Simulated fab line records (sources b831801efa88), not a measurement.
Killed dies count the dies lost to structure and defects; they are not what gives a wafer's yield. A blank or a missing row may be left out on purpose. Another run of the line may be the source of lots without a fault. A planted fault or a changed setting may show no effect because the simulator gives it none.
The tool behind it: which one?    flow gf180mcu    Sampling: 12 lots, 35 wafers, 5 of 602 route steps

WHAT THE GAUGES READ, wafer by wafer
GF_M2_RS_MEAS_05: measurement is done with a four-point probe. Usual: M2_ALCU_RS typically reads 0.0695 ohm/sq, with standard deviation 0.00072.
lot   measured      on             M2_ALCU_RS (ohm/sq)   flag
L261  day 18 18:28  film_metro-02  0.0694 0.0684 0.0685  
L262  day 19 02:34  film_metro-01  0.0692 0.0705 0.0685  
L264  day 20 02:11  film_metro-02  0.0687 0.0692 0.0688  
L265  day 20 19:20  film_metro-01  0.0698 0.0705 0.0693  
L266  day 21 05:49  film_metro-03  0.0709 0.0706 0.0705  
L271  day 22 22:16  film_metro-03  0.0694 0.0700         
L276  day 24 14:09  film_metro-03  0.0697 0.0695 0.0692  
L277  day 24 19:04  film_metro-01  0.0690 0.0703 0.0689  
L278  day 25 04:51  film_metro-01  0.0687 0.0692 0.0694  
L279  day 25 05:46  film_metro-01  0.0704 0.0697 0.0697  
L281  day 26 01:32  film_metro-01  0.0692 0.0689 0.0690  
L282  day 26 01:42  film_metro-03  0.0703 0.0706 0.0697  

GF_V2_THK_MEAS_01. Usual: V2_CVD_00_THK typically reads 601 nm, with standard deviation 6.8.
lot   measured      on             V2_CVD_00_THK (nm)  flag
L261  day 19 19:30  film_metro-03  601 612 600         
L262  day 20 03:26  film_metro-03  598 596 598         
L264  day 21 03:32  film_metro-04  600 615 613         
L265  day 21 20:07  film_metro-03  595 594 603         
L266  day 22 06:19  film_metro-04  608 599 602         
L271  day 23 21:45  film_metro-03  607 607             
L276  day 25 12:08  film_metro-01  606 600 601         
L277  day 25 16:07  film_metro-01  596 598 608         
L278  day 26 02:34  film_metro-01  601 600 593         
L279  day 26 02:49  film_metro-03  606 612 603         
L281  day 26 22:17  film_metro-03  595 591 600         
L282  day 26 22:48  film_metro-03  598 604 598         

GF_V2_BOW_MEAS_05. Usual: V2_BOW typically reads 99 um, with standard deviation 8.6.
lot   measured      on             V2_BOW (um)  flag
L261  day 19 19:59  film_metro-01  98 92 84     
L262  day 20 03:57  film_metro-03  88 92 98     
L264  day 21 04:03  film_metro-04  102 110 117  
L265  day 21 20:38  film_metro-01  96 87 92     
L266  day 22 06:49  film_metro-04  97 96 111    
L271  day 23 22:17  film_metro-04  106 97 - -   
L276  day 25 12:40  film_metro-03  87 95 102    
L277  day 25 16:38  film_metro-03  94 95 96     
L278  day 26 03:04  film_metro-01  91 87 91     
L279  day 26 03:18  film_metro-03  92 103 102   
L281  day 26 22:47  film_metro-01  94 103 95    
L282  day 26 23:20  film_metro-04  101 105 90   

GF_V2_OVL_MEAS_15. Usual: V2_OVL typically reads -3 nm, with standard deviation 6.4.
lot   measured      on          V2_OVL (nm)  flag
L261  day 20 20:36  overlay-01  -8 2 -3      
L262  day 21 04:34  overlay-02  4 -5 3       
L264  day 22 03:25  overlay-01  -3 -7 -6     
L265  day 22 20:31  overlay-01  -1 -17 -10   
L266  day 23 06:00  overlay-02  -14 -9 -7    
L271  day 24 20:23  overlay-02  -6 2         
L276  day 26 09:24  overlay-01  0 -2 5       
L277  day 26 13:14  overlay-02  -1 -3 -1     
L278  day 26 23:20  overlay-02  -14 -6 -3    
L279  day 27 00:12  overlay-02  -7 -17 -2    
L281  day 27 19:14  overlay-01  2 1 -1       
L282  day 27 19:35  overlay-02  1 -11 2      

WHICH TOOL RAN EACH LOT (tool, then ch and the chambers of the sampled wafers, then the start)
lot   GF_V2_CMP_04
L261  cmp-02 ch 1,2, day 19 19:41
L262  cmp-01 ch 2,3, day 20 03:38
L264  cmp-01 ch 0,3, day 21 03:41
L265  cmp-01 ch 0,3, day 21 20:17
L266  cmp-02 ch 0,3, day 22 06:34
L271  cmp-01 ch 1,3, day 23 22:04
L276  cmp-02 ch 0,1,2, day 25 12:27
L277  cmp-02 ch 0,2,3, day 25 16:23
L278  cmp-01 ch 0,1, day 26 02:46
L279  cmp-02 ch 0,1,2, day 26 03:06
L281  cmp-01 ch 1,2,3, day 26 22:30
L282  cmp-02 ch 0,3, day 26 23:02
- GF_V2_CMP_04: polishes SiO2.

AS READ BY THE TOOLS THEMSELVES (means over the sampled wafers that have a number; for cases with no such wafer, the mark the record gives instead)
GF_V2_CMP_04. Usual: motor_current_A 13.2 A, standard deviation 0.81; time_to_endpoint_s 83 s, standard deviation 5.
lot   tool    motor_current_A (A)  time_to_endpoint_s (s)  flag
L261  cmp-02  13.5                 80                      
L262  cmp-01  12.8                 83                      
L264  cmp-01  12.2                 89                      
L265  cmp-01  12.2                 86                      
L266  cmp-02  13.4                 83                      
L271  cmp-01  13.4                 104                     OFF
L276  cmp-02  13.9                 84                      
L277  cmp-02  13.5                 90                      
L278  cmp-01  12.5                 84                      
L279  cmp-02  13.9                 87                      
L281  cmp-01  13.1                 76                      
L282  cmp-02  13.6                 87                      

THE ANSWER, worked out from the rows above alone
Rule: a lot counts as off when the mean over its wafers that have a number is more than 3 standard deviations away from the usual mean. A lot without any number at a reading at which 4 lots or more have one is off too. The other lots that the step has rows for count as sound. The gauges are gone through in route order, then the tools' own readings, and for those a lot's mean is taken as printed above. The first step at which some lot is off is used, and at that step the reading that is off furthest; a lot without a number counts as furthest.
Off: L271 (GF_V2_CMP_04, time_to_endpoint_s).
If a tool, at that step or one of the process steps before it, ran each lot that is off and ran no sound lot following the first of them, it fits. No candidate that was tried fits.

WHAT HAD BEEN PUT IN BY THE SIMULATOR
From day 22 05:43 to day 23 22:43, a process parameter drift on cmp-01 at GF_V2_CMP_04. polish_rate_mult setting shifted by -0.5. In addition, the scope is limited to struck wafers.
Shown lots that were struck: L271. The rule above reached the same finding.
